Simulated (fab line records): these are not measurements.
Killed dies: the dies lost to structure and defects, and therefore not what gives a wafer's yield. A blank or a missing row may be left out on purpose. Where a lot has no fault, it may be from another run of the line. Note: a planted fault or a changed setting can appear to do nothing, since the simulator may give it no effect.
8D (eight disciplines) problem report, filled in by code | flow gf180mcu | the parts of the form that need people (team, actions taken, sign-off) are left out

## 1. THE PROBLEM
run-length-s at GF_HV_LDD_SOFTBAKE_03 reads a mean of 97.57 s on 6 wafers of 2 lots; wafers without a fault read 89.11 s with a standard deviation of 0.12. That is +70 standard deviations from the usual mean.
The step: time 60 s.
First seen on wafer L119.1, day 11 17:56, on litho-track-02. At this step, 36 wafers from 12 lots have a number in the record. By rule, "out" or "out of limits" means more than 4 standard deviations away from the usual mean. The rest of the wafers with a number are treated as sound.

## 2. WHAT IT IS, AND WHAT IT ISN'T
question                    | is                     | is not
which readings at this step | run-length-s           | -
which lots                  | L119, L124             | L112, L114, L120, L127, L128, L130, L131, L132, L133, L135
which wafers of those lots  | all that have a number | -
read on which tools         | litho-track-02         | litho-track-01, litho-track-03
when                        | from day 11 17:56      | up to then (6 sound wafers); but 24 sound wafers of L120, L127, L128, L130, L131, L132, L133, L135 came after

## 3. SUSPECTS, AND WHAT RULES EACH OUT
Counting: a tool stays on the suspect list if, at a process step up to the reading, it processed all lots that are out and no sound lot following the first of them.
- litho-track-02 at GF_HV_LDD_SOFTBAKE_03 (time 60 s): ruled out as a lasting fault. After its first lot that is out, L119 (day 11 17:56), sound lots L133 ran on it.
Left after counting: nothing in the record.

## 4. THE CAUSE (what the simulator had put in)
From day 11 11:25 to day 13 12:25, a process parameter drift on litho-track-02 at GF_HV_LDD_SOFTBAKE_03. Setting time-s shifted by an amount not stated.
Counting ruled it out, wrongly.

## 5. SEQUENCE OF EFFECTS, ordered by route
Rows list readings where the struck wafers' mean (over those with a number) sits beyond 3 standard deviations from the usual. Scope: only readings with a usual standard deviation given in the record; hours: median across lots of the time from each lot's start at the first step in this table that gives one to its start at this step; sigmas: change in usual standard deviations.
hours | step                  | reading      | usual   | on struck wafers | change | sigmas
0     | GF_HV_LDD_SOFTBAKE_03 | run-length-s | 89.11 s | 97.57            | +8.46  | +70
Its process steps:
- GF_HV_LDD_SOFTBAKE_03: time 60 s.

## 6. HOW IT WOULD HAVE BEEN CAUGHT EARLIER
The fault began at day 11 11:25; the first out-of-limits reading in this record came at day 11 17:56, 7 hours later.
